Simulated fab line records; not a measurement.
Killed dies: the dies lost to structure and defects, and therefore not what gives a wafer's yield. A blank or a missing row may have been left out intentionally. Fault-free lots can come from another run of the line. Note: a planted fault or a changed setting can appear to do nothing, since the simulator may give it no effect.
Matching of chambers :: flow gf180mcu :: GF_V4_CMP_26 on cmp-02 has 4 sister chambers
The step polishes, stops on SiO2, t overpolish 15 s, target thk 0 nm. 14 wafers are shown with their chamber, then 7 later ones without.

WAFERS, EACH WITH ITS CHAMBER
wafer: L302.1
chamber: 3
motorCurrentA (A): 11.4
overpolishRunS (s): 15.004
timeToEndpointS (s): 86.2

wafer: L302.2
chamber: 2
motorCurrentA (A): 13.1
overpolishRunS (s): 14.987
timeToEndpointS (s): 87.3

wafer: L302.6
chamber: 0
motorCurrentA (A): 12.8
overpolishRunS (s): 15.009
timeToEndpointS (s): 83.9

wafer: L305.1
chamber: 0
motorCurrentA (A): 13.2
overpolishRunS (s): 14.992
timeToEndpointS (s): 84.2

wafer: L305.2
chamber: 1
motorCurrentA (A): 10.2
overpolishRunS (s): 14.982
timeToEndpointS (s): 81.9

wafer: L305.3
chamber: 2
motorCurrentA (A): 14.8
overpolishRunS (s): 15.004
timeToEndpointS (s): 86.0

wafer: L310.2
chamber: 1
motorCurrentA (A): 9.3
overpolishRunS (s): 15.000
timeToEndpointS (s): 90.0

wafer: L310.3
chamber: 2
motorCurrentA (A): 13.0
overpolishRunS (s): 15.001
timeToEndpointS (s): 85.7

wafer: L310.4
chamber: 0
motorCurrentA (A): 12.2
overpolishRunS (s): 14.996
timeToEndpointS (s): 82.5

wafer: L313.3
chamber: 3
motorCurrentA (A): 11.6
overpolishRunS (s): 14.999
timeToEndpointS (s): 84.4

wafer: L313.5
chamber: 3
motorCurrentA (A): 11.0
overpolishRunS (s): 15.007
timeToEndpointS (s): 81.8

wafer: L313.6
chamber: 2
motorCurrentA (A): 14.0
overpolishRunS (s): 15.006
timeToEndpointS (s): 80.3

wafer: L315.2
chamber: 3
motorCurrentA (A): 11.6
overpolishRunS (s): 14.992
timeToEndpointS (s): 79.4

wafer: L315.4
chamber: 0
motorCurrentA (A): 13.2
overpolishRunS (s): 15.005
timeToEndpointS (s): 79.5

SIGNATURES (means of the wafers above)
reading: motorCurrentA
chamber 0: 12.850
chamber 1: 9.750
chamber 2: 13.725
chamber 3: 11.400
scatter within a chamber: 0.588

reading: overpolishRunS
chamber 0: 15.00050
chamber 1: 14.99100
chamber 2: 14.99950
chamber 3: 15.00050
scatter within a chamber: 0.00835

reading: timeToEndpointS
chamber 0: 82.525
chamber 1: 85.950
chamber 2: 84.825
chamber 3: 82.950
scatter within a chamber: 3.19
Rule: distance of a wafer from a chamber = root of the sum over the readings of ((wafer's reading minus chamber's mean) / reading's scatter) squared. If the next closest chamber is less than 2 further off than the closest, the wafer can't be placed; otherwise it belongs to the closest. The scatter: the root of (the sum of the squares of (reading less its chamber's mean) over the shown wafers, divided by (wafers less chambers)).

WAFERS MISSING THEIR CHAMBER
wafer: L315.5
motorCurrentA (A): 13.5
overpolishRunS (s): 15.005
timeToEndpointS (s): 81.2

wafer: L322.1
motorCurrentA (A): 11.3
overpolishRunS (s): 15.005
timeToEndpointS (s): 81.6

wafer: L322.5
motorCurrentA (A): 12.6
overpolishRunS (s): 14.998
timeToEndpointS (s): 82.9

wafer: L322.6
motorCurrentA (A): 9.5
overpolishRunS (s): 14.995
timeToEndpointS (s): 85.9

wafer: L323.2
motorCurrentA (A): 12.8
overpolishRunS (s): 15.010
timeToEndpointS (s): 80.2

wafer: L323.3
motorCurrentA (A): 8.9
overpolishRunS (s): 15.000
timeToEndpointS (s): 87.3

wafer: L323.5
motorCurrentA (A): 13.5
overpolishRunS (s): 15.008
timeToEndpointS (s): 83.6

WHICH CHAMBER EACH WENT THROUGH
wafer: L315.5
from the rows above: can't be placed: 0 or 2
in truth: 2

wafer: L322.1
from the rows above: can't be placed: 3 or 0
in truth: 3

wafer: L322.5
from the rows above: can't be placed: 0 or 2 or 3
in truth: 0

wafer: L322.6
from the rows above: 1
in truth: 1

wafer: L323.2
from the rows above: can't be placed: 0 or 2 or 3
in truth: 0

wafer: L323.3
from the rows above: 1
in truth: 1

wafer: L323.5
from the rows above: can't be placed: 2 or 0
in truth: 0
Correct placement for 2 of the 7. Cannot be placed on the basis of these rows: 5; the candidates contain the true chamber in 5. Wrongly placed: 0.
